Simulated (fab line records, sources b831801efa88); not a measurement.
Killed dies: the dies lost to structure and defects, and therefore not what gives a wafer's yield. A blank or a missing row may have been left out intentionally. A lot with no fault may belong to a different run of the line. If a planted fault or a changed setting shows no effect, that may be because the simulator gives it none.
fab line records	flow sky130
[record] lots = 24	wafers = 72	lastDay = 50
route steps=708 shown FIELD_ISO@18 LI_CONTACT@364 METAL1@452 VIA2@510 METAL3@533
lots that met no fault: taken from a fault-free run of the same line
startH: hours from the record's first day to the start of the lot's first wafer shown	waitH: how many hours have passed since the lot's step before this one	" the same as in the row above	L1.1+2: one row covering several wafers at once	- no value, or no start was given	* or withheld: withheld	< > ~ a bound
route shown NAME@n: names a module that has steps shown in the file, with the first one's number in the route	usual: mean/standard deviation of fault-free wafers	same: alike in all rows	chamber/n: place in a boat	sites: per-site readings	_std_site: their standard deviation	_edge_site: outer sites' mean less inner sites'	radiusMm: how far each site lies from the wafer's centre	mask NAME#n: copy n	behind: the tool/chamber that last shaped the wafer	hold: the reason the lot was held/the length of the hold in hours/how it ended	device: the n, p or np transistor that did not switch	end of line: the route-end tests of the same wafers	where a step has no rows: the recipe by itself	killed: dies that structure and defects cost at the first sort, which is not the same as the wafer's yield	map: dies across one wafer; x = killed, . = not, _ = none there
set.NAME: the setting that was run; set.NAME@STEP: the one run at that earlier step	model.NAME: the simulator's own value behind a step, which no gauge read
steps of the route over a sample of lots; a table a step, a row a wafer
services: the hour from which a tool's chamber was out of use, counted from the record's first day as startH (under 0 if before that day), plus the number of hours and why
[[steps]]
[step SKY_FIELD_ISO_ETCH_17]
[recipe] targetDepthA = 3420	maskMaterial = Si3N4	chemistry = HBr/Cl2/O2	target = Si	taperDeg = 5	icpW = 600	biasW = 150	pressureMtorr = 15	HBr_flow_sccm = 150	Cl2_flow_sccm = 40	O2_flow_sccm = 6	timeS = 97.7
[usual] drypumpMotorCurrentA = 5.7/0.6	oesProductAu = 0.999/0.0074	throttleValvePct = 25.657/0.0093
lot.wafer	tool	chamber	startH	waitH	drypumpMotorCurrentA	oesProductAu	rfHoursCounterH	throttleValvePct
L074.2	rieSi-01	0	27.11	0.1	5.7	0.983	3	25.645
L074.4	"	3	"	"	6.0	1.003	151	25.668
L074.5	"	3	"	"	6.0	0.997	-	25.664
L075.2	rieSi-02	1	36.09	0.1	4.9	0.993	3	25.666
L075.3	"	2	"	"	4.8	0.998	30	25.661
L075.5	"	3	"	"	6.4	1.003	-	25.654
L076.3	rieSi-01	2	39.86	0.0	5.6	1.002	117	25.669
L076.4	"	1	"	"	5.7	1.007	84	25.663
L076.6	"	1	"	"	5.7	0.990	-	25.660
L077.1	rieSi-01	2	44.23	0.1	5.6	0.994	117	25.664
L077.2	"	1	"	"	5.7	0.999	84	25.656
L077.6	"	3	"	"	6.0	1.006	-	25.656
L078.1	rieSi-02	3	48.86	0.1	6.4	0.995	45	25.653
L078.2	"	0	"	"	6.7	0.991	123	25.672
L078.3	"	1	"	"	4.9	0.985	3	25.663
L079.3	rieSi-01	2	56.56	0.0	5.6	0.998	117	25.659
L079.4	"	1	"	"	5.7	0.996	84	25.665
L079.5	"	2	"	"	5.6	0.997	-	25.661
L080.2	rieSi-02	2	59.69	0.1	4.8	1.004	31	25.659
L080.4	"	3	"	"	6.4	1.001	45	25.653
L080.6	"	3	"	"	6.4	1.011	-	25.655
L081.2	rieSi-01	1	66.18	0.1	5.7	0.990	84	25.657
L081.3	"	3	"	"	6.0	1.015	151	25.657
L081.4	"	2	"	"	5.6	0.999	117	25.658
L082.2	rieSi-02	3	69.09	0.1	6.5	1.009	45	25.652
L082.3	"	0	"	"	6.7	1.012	123	25.650
L082.4	"	1	"	"	4.9	0.985	3	25.665
L083.1	rieSi-01	2	76.04	0.1	5.6	1.000	117	25.660
L083.4	"	0	"	"	5.7	1.003	3	25.651
L083.5	"	0	"	"	5.7	1.009	-	25.651
L084.1	rieSi-02	1	82.33	0.1	4.9	1.003	3	25.657
L084.3	"	0	"	"	6.7	0.997	123	25.645
L084.4	"	3	"	"	6.4	1.000	45	25.651
L085.1	rieSi-02	2	87.14	0.1	4.8	0.997	31	25.662
L085.2	"	0	"	"	6.7	1.007	123	25.648
L085.4	"	3	"	"	6.4	1.009	45	25.642
L086.2	rieSi-01	0	93.74	0.1	5.7	1.008	3	25.663
L086.3	"	1	"	"	5.7	0.996	84	25.665
L086.6	"	0	"	"	5.7	0.995	-	25.650
L087.1	rieSi-02	3	96.44	0.1	6.4	1.005	45	25.658
L087.3	"	2	"	"	4.8	0.987	31	25.671
L087.6	"	1	"	"	4.9	0.995	-	25.676
L088.3	rieSi-01	1	103.14	0.0	5.7	1.005	84	25.672
L088.5	"	2	"	"	5.6	0.996	-	25.657
L088.6	"	3	"	"	6.0	1.008	-	25.650
L089.1	rieSi-02	1	107.01	0.1	4.9	0.990	3	25.663
L089.5	"	1	"	"	4.9	0.991	-	25.668
L089.6	"	2	"	"	4.8	0.988	-	25.688
L090.1	rieSi-01	3	113.10	0.1	6.0	0.997	0	25.653
L090.5	"	0	"	"	5.7	1.003	-	25.660
L090.6	"	1	"	"	5.7	0.990	-	25.675
L091.2	rieSi-01	2	117.81	0.1	5.6	1.006	118	25.647
L091.4	"	0	"	"	5.7	1.007	3	25.641
L091.6	"	3	"	"	6.0	0.993	-	25.667
L092.1	rieSi-01	3	123.97	0.1	6.0	1.004	0	25.664
L092.4	"	0	"	"	5.7	1.004	3	25.643
L092.5	"	2	"	"	5.6	1.011	-	25.649
L093.1	rieSi-02	2	128.71	0.1	4.8	1.006	31	25.658
L093.2	"	1	"	"	4.9	1.006	3	25.652
L093.3	"	0	"	"	6.7	1.013	124	25.652
L094.1	rieSi-01	2	132.59	0.1	5.7	0.989	118	25.670
L094.2	"	0	"	"	5.7	1.003	4	25.665
L094.4	"	1	"	"	5.7	1.002	84	25.653
L095.1	rieSi-02	0	139.71	0.1	6.7	0.998	124	25.647
L095.2	"	3	"	"	6.4	0.999	46	25.638
L095.6	"	2	"	"	4.8	0.989	-	25.655
L096.1	rieSi-01	2	141.99	0.1	5.6	1.002	118	25.657
L096.4	"	0	"	"	5.7	1.013	-	25.662
L096.6	"	2	"	"	5.7	1.011	-	25.651
L097.2	rieSi-02	0	146.99	0.1	6.7	0.990	124	25.649
L097.5	"	1	"	"	4.9	0.996	-	25.646
L097.6	"	0	"	"	6.7	1.000	-	25.653
[step SKY_LI_CONTACT_CMP_02]
[recipe] material = PSG	downForcePsi = 4	platenRpm = 60	padVelocityMS = 0.94248
[usual] motorCurrentA = 12.5/0.9	timeToEndpointS = 32.8/2.1
lot.wafer	tool	chamber	startH	waitH	motorCurrentA	timeToEndpointS
L074.2	cmp-02	1	635.67	0.0	11.1	33.1
L074.4	"	3	"	"	13.0	35.4
L074.5	"	2	"	"	12.3	35.7
L075.2	cmp-01	2	653.22	0.1	10.8	33.2
L075.3	"	3	"	"	11.6	35.7
L075.5	"	1	"	"	12.5	30.0
L076.4	cmp-01	0	656.63	0.2	12.8	34.0
L076.3	"	2	"	"	11.8	32.1
L076.6	"	3	"	"	11.5	32.9
L077.1	cmp-01	2	663.45	0.1	11.9	34.1
L077.2	"	3	"	"	12.2	32.8
L077.6	"	2	"	"	12.0	31.3
L078.2	cmp-01	0	672.17	0.1	13.0	33.4
L078.3	"	1	"	"	13.5	35.8
L078.1	"	2	"	"	12.1	35.1
L079.4	cmp-01	2	685.30	0.0	11.4	31.3
L079.3	"	3	"	"	12.0	32.9
L079.5	"	2	"	"	11.1	32.2
L080.2	cmp-02	2	697.20	0.1	11.3	33.1
L080.4	"	3	"	"	13.8	33.1
L080.6	"	1	"	"	11.2	34.6
L081.3	cmp-01	0	705.43	0.0	13.5	35.5
L081.2	"	2	"	"	11.5	32.9
L081.4	"	3	"	"	11.9	34.8
L082.4	cmp-01	0	715.08	0.0	13.7	36.0
L082.2	"	1	"	"	12.5	32.3
L082.3	"	2	"	"	12.1	33.5
L084.3	cmp-02	3	724.69	0.0	13.8	36.5
L084.4	"	0	"	"	11.7	32.4
L084.1	"	1	"	"	11.4	34.9
L083.4	cmp-02	3	726.72	0.1	13.6	34.0
L083.1	"	0	"	"	12.4	31.2
L083.5	"	1	"	"	10.9	31.8
L085.4	cmp-02	1	738.11	0.0	11.1	33.7
L085.2	"	2	"	"	11.7	35.5
L085.1	"	0	"	"	12.7	32.3
L086.2	cmp-02	0	744.35	0.0	12.6	26.7
L086.3	"	2	"	"	12.0	35.1
L086.6	"	1	"	"	11.4	31.2
L087.1	cmp-01	0	754.59	0.1	13.8	32.8
L087.3	"	1	"	"	13.1	33.6
L087.6	"	1	"	"	13.4	32.0
L088.3	cmp-01	1	763.37	0.1	13.7	33.9
L088.5	"	0	"	"	13.1	31.6
L088.6	"	1	"	"	12.9	30.8
L089.1	cmp-02	0	763.74	0.4	12.8	28.8
L089.6	"	1	"	"	11.7	29.8
L089.5	"	2	"	"	12.2	29.8
L090.1	cmp-02	2	772.27	0.1	12.2	28.9
L090.6	"	2	"	"	12.0	32.1
L090.5	"	3	"	"	13.9	32.8
L091.2	cmp-01	0	778.17	0.1	13.0	34.9
L091.4	"	1	"	"	13.8	33.9
L091.6	"	3	"	"	11.8	36.4
L092.1	cmp-01	1	790.56	0.1	13.5	33.1
L092.4	"	2	"	"	11.7	34.5
L092.5	"	2	"	"	11.9	31.4
L093.2	cmp-02	2	793.91	0.0	12.1	32.4
L093.3	"	3	"	"	13.3	33.9
L093.1	"	1	"	"	11.2	32.8
L094.1	cmp-01	3	801.59	0.1	11.4	34.3
L094.4	"	1	"	"	13.9	30.8
L094.2	"	2	"	"	12.1	30.6
L095.2	cmp-01	2	808.33	0.0	11.1	33.0
L095.1	"	3	"	"	12.4	32.1
L095.6	"	3	"	"	11.5	33.7
L096.4	cmp-01	3	812.84	0.1	11.9	32.5
L096.1	"	0	"	"	14.0	32.9
L096.6	"	3	"	"	12.4	34.7
L097.2	cmp-01	3	817.07	0.2	11.5	33.0
L097.5	"	0	"	"	13.0	30.7
L097.6	"	1	"	"	13.4	29.1
[step SKY_METAL1_ETCH_18]
[recipe] chemistry = N2/H2	target = BARC	ionEnergyEv = 200	biasW = 100	pressureMtorr = 30	n2FlowSccm = 100	h2FlowSccm = 200	icpW = 500	stopOn = SiO2	timeS = 45.9	targetDepthA = 600
[usual] drypumpMotorCurrentA = 5.8/0.36	h2FlowSccm = 199.9/0.56	oesProductAu = 0.855/0.0049	throttleValvePct = 13.224/0.0088
lot.wafer	tool	chamber	startH	waitH	drypumpMotorCurrentA	h2FlowSccm	oesProductAu	rfHoursCounterH	throttleValvePct
L074.2	rieMetal-03	0	753.33	0.0	5.2	199.6	0.849	4	13.216
L074.4	"	1	"	"	6.0	200.2	0.853	-	13.225
L074.5	"	0	"	"	5.2	199.3	0.861	-	13.226
L075.2	rieMetal-03	1	770.61	0.1	5.9	198.6	0.854	-	13.218
L075.3	"	1	"	"	5.9	198.7	0.849	-	13.227
L075.5	"	1	"	"	5.9	198.9	0.855	-	13.225
L076.3	rieMetal-03	1	774.00	0.1	5.9	200.6	0.860	-	13.228
L076.4	"	1	"	"	5.9	199.8	0.859	-	13.217
L076.6	"	1	"	"	5.9	199.9	0.850	-	13.220
L077.1	rieMetal-03	1	778.67	0.1	5.9	200.5	0.854	8	13.220
L077.2	"	1	"	"	5.9	199.5	0.855	-	13.230
L077.6	"	1	"	"	5.9	199.1	0.852	-	13.224
L078.1	rieMetal-01	1	787.36	0.0	6.0	200.1	0.855	14	13.221
L078.2	"	0	"	"	5.5	200.7	0.855	12	13.219
L078.3	"	0	"	"	5.5	199.8	0.852	-	13.225
L079.3	rieMetal-03	1	801.19	0.0	5.9	199.7	0.863	-	13.228
L079.4	"	0	"	"	5.3	200.0	0.862	-	13.205
L079.5	"	0	"	"	5.3	200.6	0.856	-	13.223
L080.2	rieMetal-03	1	812.23	0.0	5.9	200.4	0.857	9	13.232
L080.4	"	1	"	"	6.0	200.2	0.855	-	13.200
L080.6	"	0	"	"	5.3	200.7	0.853	-	13.210
L081.2	rieMetal-03	1	819.96	0.0	6.0	200.6	0.867	9	13.224
L081.3	"	0	"	"	5.3	199.7	0.851	-	13.212
L081.4	"	1	"	"	6.0	201.5	0.856	-	13.226
L082.2	rieMetal-03	0	830.28	0.0	5.3	199.4	0.855	6	13.211
L082.3	"	1	"	"	5.9	199.9	0.864	-	13.212
L082.4	"	0	"	"	5.3	199.7	0.853	-	13.229
L084.1	rieMetal-01	0	837.36	0.1	5.5	200.1	0.863	14	13.227
L084.3	"	0	"	"	5.5	199.8	0.856	-	13.233
L084.4	"	0	"	"	5.5	200.4	0.854	-	13.220
L083.1	rieMetal-04	0	839.86	0.0	5.7	200.1	0.857	15	13.226
L083.4	"	0	"	"	5.7	200.5	0.856	-	13.227
L083.5	"	1	"	"	6.4	199.8	0.856	-	13.233
L085.1	rieMetal-04	1	850.64	0.0	6.4	200.1	0.857	2	13.237
L085.2	"	0	"	"	5.7	200.4	0.854	15	13.215
L085.4	"	0	"	"	5.7	200.9	0.846	-	13.229
L086.2	rieMetal-01	1	857.84	0.0	6.0	199.8	0.858	1	13.202
L086.3	"	1	"	"	6.1	200.6	0.856	-	13.226
L086.6	"	0	"	"	5.5	199.1	0.863	-	13.227
L087.1	rieMetal-04	1	865.88	0.0	6.4	200.2	0.846	3	13.209
L087.3	"	1	"	"	6.4	199.5	0.855	-	13.228
L087.6	"	0	"	"	5.7	199.6	0.856	-	13.230
L089.1	rieMetal-03	0	873.99	0.0	5.2	200.8	0.852	9	13.215
L089.5	"	1	"	"	5.9	199.1	0.856	-	13.216
L089.6	"	0	"	"	5.2	199.7	0.848	-	13.221
L088.3	rieMetal-01	0	874.36	0.0	5.5	200.3	0.854	-	13.229
L088.5	"	0	"	"	5.5	200.7	0.860	-	13.229
L088.6	"	1	"	"	6.1	198.4	0.846	-	13.227
L090.1	rieMetal-04	0	883.24	0.0	5.7	200.7	0.868	16	13.233
L090.5	"	0	"	"	5.7	200.8	0.856	-	13.220
L090.6	"	1	"	"	6.4	200.2	0.850	-	13.215
L091.2	rieMetal-03	0	887.08	0.0	5.3	199.3	0.859	10	13.216
L091.4	"	0	"	"	5.3	199.8	0.856	-	13.209
L091.6	"	0	"	"	5.3	200.0	0.856	-	13.221
L092.1	rieMetal-04	0	901.03	0.0	5.7	200.5	0.859	17	13.237
L092.4	"	0	"	"	5.7	199.3	0.855	-	13.237
L092.5	"	1	"	"	6.4	199.6	0.854	-	13.238
L093.1	rieMetal-01	1	903.46	0.1	6.0	199.9	0.851	3	13.212
L093.2	"	1	"	"	6.0	200.2	0.863	-	13.220
L093.3	"	1	"	"	6.0	200.5	0.853	-	13.210
L094.1	rieMetal-04	0	910.49	0.0	5.7	199.8	0.856	18	13.207
L094.2	"	1	"	"	6.4	199.6	0.851	4	13.222
L094.4	"	1	"	"	6.4	199.1	0.850	-	13.226
L095.1	rieMetal-01	1	916.47	0.1	6.0	199.1	0.852	4	13.228
L095.2	"	1	"	"	6.0	199.2	0.852	-	13.223
L095.6	"	1	"	"	6.0	199.7	0.857	-	13.218
L096.1	rieMetal-01	0	920.54	0.0	5.5	200.2	0.862	0	13.227
L096.4	"	1	"	"	6.0	198.5	0.856	-	13.231
L096.6	"	0	"	"	5.5	200.8	0.858	-	13.222
L097.2	rieMetal-04	0	925.51	0.0	5.7	199.3	0.862	18	13.242
L097.5	"	1	"	"	6.4	199.1	0.852	-	13.224
L097.6	"	0	"	"	5.7	200.1	0.863	-	13.217
[step SKY_VIA2_BOW_MEAS_03]
[recipe] mode = bow
[usual] VIA2_BOW = 86/7.4
lot.wafer	tool	chamber	startH	waitH	VIA2_BOW[um]
L074.2	filmMetro-03	-	811.42	0.1	95
L074.4	"	-	"	"	93
L074.5	"	-	"	"	89
L075.2	filmMetro-01	-	830.28	0.2	88
L075.3	"	-	"	"	88
L075.5	"	-	"	"	80
L076.3	filmMetro-02	-	832.71	0.3	78
L076.4	"	-	"	"	74
L076.6	"	-	"	"	84
L077.1	filmMetro-01	-	836.08	0.1	86
L077.2	"	-	"	"	93
L077.6	"	-	"	"	86
L078.1	filmMetro-01	-	843.61	0.1	85
L078.2	"	-	"	"	76
L078.3	"	-	"	"	84
L079.3	filmMetro-03	-	857.62	0.3	79
L079.4	"	-	"	"	83
L079.5	"	-	"	"	71
L080.2	filmMetro-01	-	868.84	0.2	95
L080.4	"	-	"	"	91
L080.6	"	-	"	"	94
L081.2	filmMetro-01	-	876.61	0.2	77
L081.3	"	-	"	"	90
L081.4	"	-	"	"	87
L082.2	filmMetro-03	-	886.62	0.2	96
L082.3	"	-	"	"	90
L082.4	"	-	"	"	91
L084.1	filmMetro-02	-	894.47	0.1	74
L084.3	"	-	"	"	78
L084.4	"	-	"	"	69
L083.1	filmMetro-02	-	896.01	0.1	90
L083.4	"	-	"	"	87
L083.5	"	-	"	"	90
L085.1	filmMetro-02	-	907.58	0.1	83
L085.2	"	-	"	"	96
L085.4	"	-	"	"	85
L086.2	filmMetro-02	-	914.41	0.3	91
L086.3	"	-	"	"	86
L086.6	"	-	"	"	83
L087.1	filmMetro-01	-	921.20	0.1	79
L087.3	"	-	"	"	91
L087.6	"	-	"	"	90
L089.1	filmMetro-03	-	928.87	0.2	84
L089.5	"	-	"	"	81
L089.6	"	-	"	"	84
L088.3	filmMetro-02	-	929.96	0.1	97
L088.5	"	-	"	"	80
L088.6	"	-	"	"	76
L090.1	filmMetro-03	-	938.92	0.1	87
L090.5	"	-	"	"	75
L090.6	"	-	"	"	93
L091.2	filmMetro-02	-	943.14	0.2	80
L091.4	"	-	"	"	81
L091.6	"	-	"	"	78
L092.1	filmMetro-02	-	954.74	0.1	98
L092.4	"	-	"	"	91
L092.5	"	-	"	"	83
L093.1	filmMetro-01	-	958.10	0.2	82
L093.2	"	-	"	"	76
L093.3	"	-	"	"	84
L094.1	filmMetro-02	-	965.02	0.1	85
L094.2	"	-	"	"	89
L094.4	"	-	"	"	85
L095.1	filmMetro-01	-	970.54	0.2	82
L095.2	"	-	"	"	93
L095.6	"	-	"	"	78
L096.1	filmMetro-02	-	974.49	0.2	80
L096.4	"	-	"	"	91
L096.6	"	-	"	"	71
L097.2	filmMetro-01	-	978.55	0.2	107
L097.5	"	-	"	"	96
L097.6	"	-	"	"	104
[step SKY_VIA2_ETCH_14]
[recipe] chemistry = N2/H2	target = BARC	ionEnergyEv = 200	sourceW = 500	biasW = 100	pressureMtorr = 30	n2FlowSccm = 100	h2FlowSccm = 200	stopOn = SiO2	timeS = 45.9	targetDepthA = 600
[usual] drypumpMotorCurrentA = 5.7/0.36	h2FlowSccm = 200.0/0.6	oesProductAu = 0.855/0.0048	throttleValvePct = 13.226/0.0096
lot.wafer	tool	chamber	startH	waitH	drypumpMotorCurrentA	h2FlowSccm	oesProductAu	rfHoursCounterH	throttleValvePct
L074.2	rieDiel-02	1	837.96	0.0	5.6	199.7	0.849	6	13.230
L074.4	"	2	"	"	6.2	200.2	0.859	6	13.230
L074.5	"	0	"	"	5.5	200.0	0.855	-	13.206
L075.2	rieDiel-01	3	856.31	0.0	5.7	199.2	0.847	10	13.220
L075.3	"	2	"	"	6.0	200.1	0.860	17	13.226
L075.5	"	2	"	"	6.0	200.7	0.855	-	13.224
L076.3	rieDiel-01	0	858.91	0.0	5.8	199.8	0.853	7	13.234
L076.4	"	2	"	"	6.0	200.0	0.848	17	13.232
L076.6	"	3	"	"	5.7	199.5	0.851	-	13.223
L077.1	rieDiel-04	2	861.86	0.0	4.8	201.3	0.851	18	13.215
L077.2	"	0	"	"	5.2	199.2	0.860	4	13.240
L077.6	"	0	"	"	5.1	199.7	0.854	-	13.233
L078.1	rieDiel-01	0	869.56	0.0	5.8	199.1	0.857	8	13.230
L078.2	"	1	"	"	5.9	199.7	0.859	9	13.240
L078.3	"	3	"	"	5.7	200.7	0.854	10	13.217
L079.3	rieDiel-01	1	883.28	0.0	5.9	201.0	0.852	9	13.231
L079.4	"	3	"	"	5.7	199.8	0.848	11	13.241
L079.5	"	3	"	"	5.7	200.0	0.853	-	13.216
L080.2	rieDiel-02	1	894.56	0.0	5.6	198.6	0.857	8	13.221
L080.4	"	0	"	"	5.5	199.2	0.860	6	13.226
L080.6	"	0	"	"	5.5	200.5	0.850	-	13.230
L081.2	rieDiel-02	1	902.66	0.0	5.6	199.7	0.859	8	13.237
L081.3	"	2	"	"	6.2	200.8	0.860	8	13.198
L081.4	"	3	"	"	6.0	200.3	0.859	14	13.229
L082.2	rieDiel-04	0	912.21	0.0	5.1	200.5	0.856	6	13.220
L082.3	"	2	"	"	4.8	198.9	0.854	20	13.229
L082.4	"	1	"	"	5.8	200.7	0.858	30	13.223
L084.1	rieDiel-04	3	919.31	0.0	5.6	199.4	0.855	3	13.248
L084.3	"	2	"	"	4.9	199.2	0.849	20	13.227
L084.4	"	0	"	"	5.1	199.1	0.851	6	13.229
L083.1	rieDiel-01	1	921.83	0.0	5.9	200.4	0.861	10	13.220
L083.4	"	3	"	"	5.7	200.1	0.859	12	13.225
L083.5	"	1	"	"	5.9	200.0	0.858	-	13.238
L085.1	rieDiel-01	3	932.11	0.0	5.7	200.4	0.853	12	13.235
L085.2	"	2	"	"	6.0	200.5	0.852	19	13.227
L085.4	"	1	"	"	5.9	200.8	0.855	10	13.224
L086.2	rieDiel-02	1	939.66	0.0	5.6	200.4	0.851	9	13.234
L086.3	"	0	"	"	5.5	200.7	0.851	7	13.213
L086.6	"	0	"	"	5.5	200.2	0.852	-	13.224
L087.1	rieDiel-01	2	945.93	0.0	6.0	200.2	0.853	20	13.210
L087.3	"	3	"	"	5.7	199.2	0.844	12	13.236
L087.6	"	0	"	"	5.7	199.8	0.857	-	13.216
L089.1	rieDiel-02	1	953.83	0.0	5.6	199.8	0.854	10	13.207
L089.5	"	3	"	"	6.0	199.1	0.851	-	13.220
L089.6	"	2	"	"	6.2	199.6	0.842	-	13.229
L088.3	rieDiel-02	1	954.83	0.0	5.6	199.5	0.846	10	13.223
L088.5	"	2	"	"	6.3	200.8	0.858	-	13.209
L088.6	"	3	"	"	6.0	201.0	0.856	-	13.221
L090.1	rieDiel-01	2	963.76	0.0	6.0	200.0	0.866	20	13.223
L090.5	"	0	"	"	5.8	199.7	0.853	-	13.218
L090.6	"	1	"	"	5.9	199.7	0.855	-	13.216
L091.2	rieDiel-02	3	967.06	0.0	6.0	199.4	0.848	16	13.228
L091.4	"	2	"	"	6.3	200.4	0.854	10	13.239
L091.6	"	1	"	"	5.6	200.0	0.857	-	13.237
L092.1	rieDiel-04	1	978.88	0.0	5.8	200.4	0.858	1	13.205
L092.4	"	3	"	"	5.6	200.9	0.860	5	13.212
L092.5	"	0	"	"	5.1	199.7	0.852	-	13.224
L093.1	rieDiel-04	3	982.23	0.0	5.6	199.8	0.855	5	13.241
L093.2	"	1	"	"	5.8	199.9	0.848	1	13.233
L093.3	"	0	"	"	5.1	199.5	0.851	8	13.221
L094.1	rieDiel-02	0	989.16	0.0	5.5	199.4	0.859	9	13.215
L094.2	"	2	"	"	6.3	200.6	0.857	11	13.222
L094.4	"	0	"	"	5.5	199.9	0.857	-	13.224
L095.1	rieDiel-04	0	994.68	0.0	5.1	199.8	0.863	9	13.240
L095.2	"	1	"	"	5.8	199.2	0.848	1	13.221
L095.6	"	3	"	"	5.7	199.1	0.859	-	13.224
L096.1	rieDiel-04	2	998.42	0.0	4.8	199.3	0.857	23	13.234
L096.4	"	0	"	"	5.1	200.9	0.850	9	13.237
L096.6	"	3	"	"	5.6	200.0	0.853	-	13.221
L097.2	rieDiel-04	1	1002.26	0.0	5.8	199.7	0.853	2	13.238
L097.5	"	2	"	"	4.9	200.8	0.854	-	13.215
L097.6	"	3	"	"	5.6	201.0	0.856	-	13.223
[step SKY_METAL3_SPUTTER_01]
[recipe] material = TiN	targetThkNm = 20	powerW = 6245	timeS = 16.7	chamberPressurePa = 0.4
[usual] throttleValvePct = 30.5/0.84
lot.wafer	tool	chamber	startH	waitH	throttleValvePct
L074.2	pvdSputter-03	-	839.39	0.0	31.6
L074.4	"	-	"	"	29.7
L074.5	"	-	"	"	29.5
L075.2	pvdSputter-01	-	857.90	0.0	30.4
L075.3	"	-	"	"	30.9
L075.5	"	-	"	"	30.7
L076.3	pvdSputter-01	-	860.34	0.0	31.7
L076.4	"	-	"	"	30.1
L076.6	"	-	"	"	31.6
L077.1	pvdSputter-01	-	863.86	0.0	28.9
L077.2	"	-	"	"	30.7
L077.6	"	-	"	"	30.1
L078.1	pvdSputter-01	-	870.99	0.0	30.8
L078.2	"	-	"	"	30.3
L078.3	"	-	"	"	29.1
L079.3	pvdSputter-04	-	884.81	0.0	31.0
L079.4	"	-	"	"	31.0
L079.5	"	-	"	"	31.0
L080.2	pvdSputter-01	-	895.99	0.0	30.9
L080.4	"	-	"	"	29.1
L080.6	"	-	"	"	31.6
L081.2	pvdSputter-03	-	904.09	0.0	29.4
L081.3	"	-	"	"	29.7
L081.4	"	-	"	"	30.9
L082.2	pvdSputter-03	-	913.60	0.0	29.7
L082.3	"	-	"	"	29.4
L082.4	"	-	"	"	29.2
L084.1	pvdSputter-04	-	920.75	0.0	30.8
L084.3	"	-	"	"	30.2
L084.4	"	-	"	"	30.9
L083.1	pvdSputter-01	-	923.23	0.0	28.8
L083.4	"	-	"	"	30.5
L083.5	"	-	"	"	31.7
L085.1	pvdSputter-01	-	933.50	0.0	30.3
L085.2	"	-	"	"	29.0
L085.4	"	-	"	"	30.8
L086.2	pvdSputter-03	-	941.48	0.0	29.1
L086.3	"	-	"	"	30.6
L086.6	"	-	"	"	30.5
L087.1	pvdSputter-04	-	947.32	0.0	30.8
L087.3	"	-	"	"	30.5
L087.6	"	-	"	"	30.9
L089.1	pvdSputter-04	-	955.39	0.0	30.9
L089.5	"	-	"	"	30.9
L089.6	"	-	"	"	30.0
L088.3	pvdSputter-03	-	956.64	0.0	29.5
L088.5	"	-	"	"	31.9
L088.6	"	-	"	"	29.8
L090.1	pvdSputter-04	-	965.64	0.0	30.3
L090.5	"	-	"	"	31.2
L090.6	"	-	"	"	30.7
L091.2	pvdSputter-03	-	968.49	0.0	31.4
L091.4	"	-	"	"	29.6
L091.6	"	-	"	"	30.9
L092.1	pvdSputter-01	-	980.27	0.0	29.1
L092.4	"	-	"	"	31.8
L092.5	"	-	"	"	31.4
L093.1	pvdSputter-04	-	983.63	0.0	30.9
L093.2	"	-	"	"	31.1
L093.3	"	-	"	"	31.0
L094.1	pvdSputter-03	-	990.81	0.0	29.7
L094.2	"	-	"	"	29.6
L094.4	"	-	"	"	31.4
L095.1	pvdSputter-03	-	996.11	0.0	29.4
L095.2	"	-	"	"	30.8
L095.6	"	-	"	"	30.7
L096.1	pvdSputter-01	-	999.97	0.0	31.7
L096.4	"	-	"	"	29.0
L096.6	"	-	"	"	31.1
L097.2	pvdSputter-01	-	1003.78	0.0	31.8
L097.5	"	-	"	"	28.7
L097.6	"	-	"	"	31.7
[[services]]
tool	chamber	startH	hours	kind
cmp-01	-	24.01	1.4	repair
cmp-01	-	52.86	3.7	repair
cmp-01	-	64.00	4.0	pm
cmp-01	-	79.44	1.8	repair
cmp-01	-	138.68	5.2	repair
cmp-01	-	161.46	0.3	repair
cmp-01	-	181.50	3.3	repair
cmp-01	-	193.26	1.4	repair
cmp-01	-	203.76	2.1	repair
cmp-01	-	206.54	2.5	repair
cmp-01	-	316.13	7.3	pm
cmp-01	-	344.08	0.9	repair
cmp-01	-	354.49	5.2	pm
cmp-01	-	362.17	0.3	repair
cmp-01	-	401.21	3.9	repair
cmp-01	-	405.07	4.0	pm
cmp-01	-	435.71	26.8	repair
cmp-01	-	511.60	1.0	repair
cmp-01	-	526.69	0.5	repair
cmp-01	-	574.77	2.8	repair
cmp-01	-	723.49	4.1	pm
cmp-01	-	745.26	4.0	pm
cmp-01	-	787.43	3.0	repair
cmp-01	-	852.17	13.3	pm
[[key]]
fault none
